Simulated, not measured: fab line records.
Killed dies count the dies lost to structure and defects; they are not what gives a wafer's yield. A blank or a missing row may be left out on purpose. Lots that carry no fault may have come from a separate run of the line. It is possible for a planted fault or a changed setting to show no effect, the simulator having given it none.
Matching of chambers || flow sky130 || cmp-01 running SKY_VIA3_CMP_24: 4 sister chambers
The step polishes, stops on SiO2, t overpolish 20 s, target thk 0 nm. 8 wafers are shown with their chamber, then 12 later ones without.

## WAFERS PAIRED WITH THEIR CHAMBERS
{"wafer": "L083.6", "chamber": 3, "motor_current_A (A)": 11.3, "time_to_endpoint_s (s)": 88}
{"wafer": "L087.2", "chamber": 0, "motor_current_A (A)": 10.9, "time_to_endpoint_s (s)": 93}
{"wafer": "L090.2", "chamber": 3, "motor_current_A (A)": 11.6, "time_to_endpoint_s (s)": 94}
{"wafer": "L090.3", "chamber": 1, "motor_current_A (A)": 10.8, "time_to_endpoint_s (s)": 90}
{"wafer": "L090.4", "chamber": 2, "motor_current_A (A)": 10.6, "time_to_endpoint_s (s)": 97}
{"wafer": "L092.1", "chamber": 0, "motor_current_A (A)": 11.7, "time_to_endpoint_s (s)": 90}
{"wafer": "L092.4", "chamber": 2, "motor_current_A (A)": 9.6, "time_to_endpoint_s (s)": 92}
{"wafer": "L092.6", "chamber": 1, "motor_current_A (A)": 10.3, "time_to_endpoint_s (s)": 88}

## WAFERS MISSING THEIR CHAMBER
{"wafer": "L093.3", "motor_current_A (A)": 10.6, "time_to_endpoint_s (s)": 92}
{"wafer": "L093.5", "motor_current_A (A)": 10.6, "time_to_endpoint_s (s)": 93}
{"wafer": "L093.6", "motor_current_A (A)": 10.5, "time_to_endpoint_s (s)": 89}
{"wafer": "L094.3", "motor_current_A (A)": 11.3, "time_to_endpoint_s (s)": 89}
{"wafer": "L094.4", "motor_current_A (A)": 11.3, "time_to_endpoint_s (s)": 88}
{"wafer": "L094.6", "motor_current_A (A)": 11.5, "time_to_endpoint_s (s)": 89}
{"wafer": "L095.1", "motor_current_A (A)": 10.2, "time_to_endpoint_s (s)": 90}
{"wafer": "L095.2", "motor_current_A (A)": 11.4, "time_to_endpoint_s (s)": 89}
{"wafer": "L095.6", "motor_current_A (A)": 9.7, "time_to_endpoint_s (s)": 87}
{"wafer": "L096.1", "motor_current_A (A)": 11.6, "time_to_endpoint_s (s)": 94}
{"wafer": "L096.4", "motor_current_A (A)": 10.3, "time_to_endpoint_s (s)": 100}
{"wafer": "L096.6", "motor_current_A (A)": 11.8, "time_to_endpoint_s (s)": 97}

## CHAMBER TAKEN BY EACH
{"wafer": "L093.3", "from the rows above": "can't be placed: 1 or 2 or 0 or 3", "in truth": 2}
{"wafer": "L093.5", "from the rows above": "can't be placed: 2 or 1 or 0 or 3", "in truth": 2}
{"wafer": "L093.6", "from the rows above": "can't be placed: 1 or 0 or 2 or 3", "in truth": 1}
{"wafer": "L094.3", "from the rows above": "can't be placed: 3 or 0 or 1", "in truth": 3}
{"wafer": "L094.4", "from the rows above": "can't be placed: 3 or 0 or 1", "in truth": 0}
{"wafer": "L094.6", "from the rows above": "can't be placed: 3 or 0 or 1", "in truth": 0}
{"wafer": "L095.1", "from the rows above": "can't be placed: 1 or 2 or 0 or 3", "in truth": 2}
{"wafer": "L095.2", "from the rows above": "can't be placed: 3 or 0 or 1", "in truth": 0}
{"wafer": "L095.6", "from the rows above": "can't be placed: 1 or 2 or 0 or 3", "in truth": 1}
{"wafer": "L096.1", "from the rows above": "can't be placed: 0 or 3 or 1", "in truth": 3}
{"wafer": "L096.4", "from the rows above": "can't be placed: 2 or 0 or 1 or 3", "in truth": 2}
{"wafer": "L096.6", "from the rows above": "can't be placed: 0 or 3 or 2 or 1", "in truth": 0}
Placed correctly: 0 of 12. These rows do not allow placing 12 (true chamber among the candidates in 12). Wrongly placed: 0.
How it was worked out, from the rows above alone: a wafer's distance from a chamber is the root of the sum, over the readings, of the square of ((its reading less the chamber's mean) divided by the reading's scatter). If the next closest chamber is less than 2 further off than the closest, the wafer can't be placed; otherwise it belongs to the closest. For every chamber, the mean is computed from those of its wafers that are shown. The scatter is the square root of a quotient: the sum, over the shown wafers, of each reading's squared deviation from its chamber's mean, divided by wafers minus chambers.
